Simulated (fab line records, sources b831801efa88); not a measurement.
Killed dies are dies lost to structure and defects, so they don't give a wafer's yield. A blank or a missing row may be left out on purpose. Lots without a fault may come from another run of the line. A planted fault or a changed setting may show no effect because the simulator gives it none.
One fault seen from 2 desks | flow gf180mcu | each desk has only its own numbers; what lay behind them comes last

THE METROLOGY DESK
What the gauges read, lot by lot, whatever tool the lot ran on: means of the sampled wafers that have a number. A lot is out of limits, marked OUT, if its mean lies more than 4 standard deviations from the usual mean; the brackets give that distance.
Columns: A = NSD_RS at GF_PSD_RS_MEAS_14, usual 46.11 ohm/sq
lot  | first seen here | A
L765 | day 14 10:17    | 46.29
L769 | day 15 17:13    | 46.05
L772 | day 16 20:57    | 46.20
L774 | day 17 12:33    | 46.08
L776 | day 18 01:08    | 46.23
L777 | day 18 17:35    | 46.08
L778 | day 18 23:21    | 46.71 (+6.2) OUT
L780 | day 19 14:52    | 46.55 (+4.5) OUT
L786 | day 21 16:14    | 46.13
L787 | day 22 02:43    | 46.17
L788 | day 22 10:55    | 46.07
This desk's finding: out of limits on L778, L780; first on L778, day 18 23:21 (NSD_RS at GF_PSD_RS_MEAS_14). In limits: L765, L769, L772, L774, L776, L777, L786, L787, L788.

THE TOOL OWNER'S DESK: implanter-03
The tool's own readings at GF_NSD_IMPLANT_10: means of the sampled wafers that have a number, for each lot that ran on this tool. A lot is out of limits, marked OUT, if its mean lies more than 4 standard deviations from the usual mean; the brackets give that distance.
Columns: A = beam_energy_keV at GF_NSD_IMPLANT_10, usual 40.000
lot  | first seen here | A
L765 | day 13 13:19    | 39.995
L769 | day 14 19:49    | 39.999
L772 | day 15 21:32    | 40.004
L777 | day 17 17:21    | 40.011
L778 | day 17 22:34    | 35.496 (-99 or more) OUT
L780 | day 18 13:55    | 35.484 (-99 or more) OUT
L787 | day 21 02:32    | 40.000
This desk's finding: out of limits on L778, L780; first on L778, day 17 22:34 (beam_energy_keV at GF_NSD_IMPLANT_10). In limits: L765, L769, L772, L777, L787.

PUT TOGETHER
The tool owner's desk could have raised an alarm at day 17 22:34, on L778, L780.
The metrology desk could have raised an alarm at day 18 23:21, on L778, L780.
Of the lots named, all ran GF_NSD_IMPLANT_10 on implanter-03.

WHAT THE SIMULATOR HAD PUT IN
Process parameter drift: implanter-03, from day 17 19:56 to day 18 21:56, at GF_NSD_IMPLANT_10. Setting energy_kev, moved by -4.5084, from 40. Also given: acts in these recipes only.
Lots struck among those shown: L778, L780.
Hours from the fault's start to each desk's first reading out of limits: the tool owner's desk, 3; the metrology desk, 27.
